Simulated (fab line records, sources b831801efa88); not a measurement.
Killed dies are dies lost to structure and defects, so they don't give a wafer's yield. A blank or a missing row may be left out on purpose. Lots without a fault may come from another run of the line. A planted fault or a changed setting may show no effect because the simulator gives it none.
Chamber matching | flow sky130 | SKY_POLY_CUT_ETCH_10 on rie_diel-01: 4 sister chambers
The step etches BARC in N2/H2, stops on SiO2, time 45.9 s, target depth 60 nm. 18 wafers are shown with their chamber, then 9 later ones without.

WAFERS WITH THEIR CHAMBER
wafer  | chamber | drypump_motor_current_A (A) | bias_w (W) | throttle_valve_pct (%)
L074.1 | 0       | 5.1                         | 99.6       | 13.224
L074.4 | 1       | 6.4                         | 100.3      | 13.239
L074.5 | 3       | 6.0                         | 100.1      | 13.204
L077.1 | 1       | 6.4                         | 100.2      | 13.225
L077.3 | 3       | 6.1                         | 100.3      | 13.236
L077.4 | 0       | 5.2                         | 99.6       | 13.233
L078.2 | 3       | 6.1                         | 99.8       | 13.227
L078.3 | 0       | 5.1                         | 99.9       | 13.229
L078.5 | 2       | 5.3                         | 99.7       | 13.211
L079.2 | 3       | 6.1                         | 100.2      | 13.234
L079.3 | 2       | 5.3                         | 100.0      | 13.221
L079.6 | 0       | 5.1                         | 99.7       | 13.228
L082.2 | 1       | 6.5                         | 99.9       | 13.216
L082.4 | 2       | 5.3                         | 100.4      | 13.225
L082.6 | 3       | 6.1                         | 100.4      | 13.239
L083.1 | 3       | 6.1                         | 99.9       | 13.227
L083.4 | 1       | 6.5                         | 99.8       | 13.233
L083.6 | 0       | 5.1                         | 99.6       | 13.222

SIGNATURES (means of the wafers above)
reading                 | chamber 0 | chamber 1 | chamber 2 | chamber 3 | scatter within a chamber
drypump_motor_current_A | 5.120     | 6.450     | 5.300     | 6.083     | 0.0434
bias_w                  | 99.680    | 100.050   | 100.033   | 100.117   | 0.232
throttle_valve_pct      | 13.22720  | 13.22825  | 13.21900  | 13.22783  | 0.00955
Rule: a wafer's distance from a chamber is the root of the sum, over the readings, of the square of ((its reading less the chamber's mean) divided by the reading's scatter). The wafer belongs to the nearest chamber; if the next one is less than 2 further off, it can't be placed. The scatter: the root of (the sum of the squares of (reading less its chamber's mean) over the shown wafers, divided by (wafers less chambers)).

WAFERS WITHOUT THEIR CHAMBER
wafer  | drypump_motor_current_A (A) | bias_w (W) | throttle_valve_pct (%)
L085.3 | 6.1                         | 100.0      | 13.215
L085.5 | 5.1                         | 100.2      | 13.220
L085.6 | 6.1                         | 100.0      | 13.229
L089.1 | 6.1                         | 99.5       | 13.224
L089.4 | 5.1                         | 100.0      | 13.224
L089.6 | 6.5                         | 100.2      | 13.227
L091.1 | 6.1                         | 100.2      | 13.225
L091.3 | 5.1                         | 99.8       | 13.219
L091.6 | 5.1                         | 99.9       | 13.213

WHICH CHAMBER EACH WENT THROUGH
wafer  | from the rows above | in truth
L085.3 | 3                   | 3
L085.5 | 0                   | 0
L085.6 | 3                   | 3
L089.1 | 3                   | 3
L089.4 | 0                   | 0
L089.6 | 1                   | 1
L091.1 | 3                   | 3
L091.3 | 0                   | 0
L091.6 | 0                   | 0
Placed correctly: 9 of 9. Can't be placed from these rows: 0. Placed wrongly: 0.
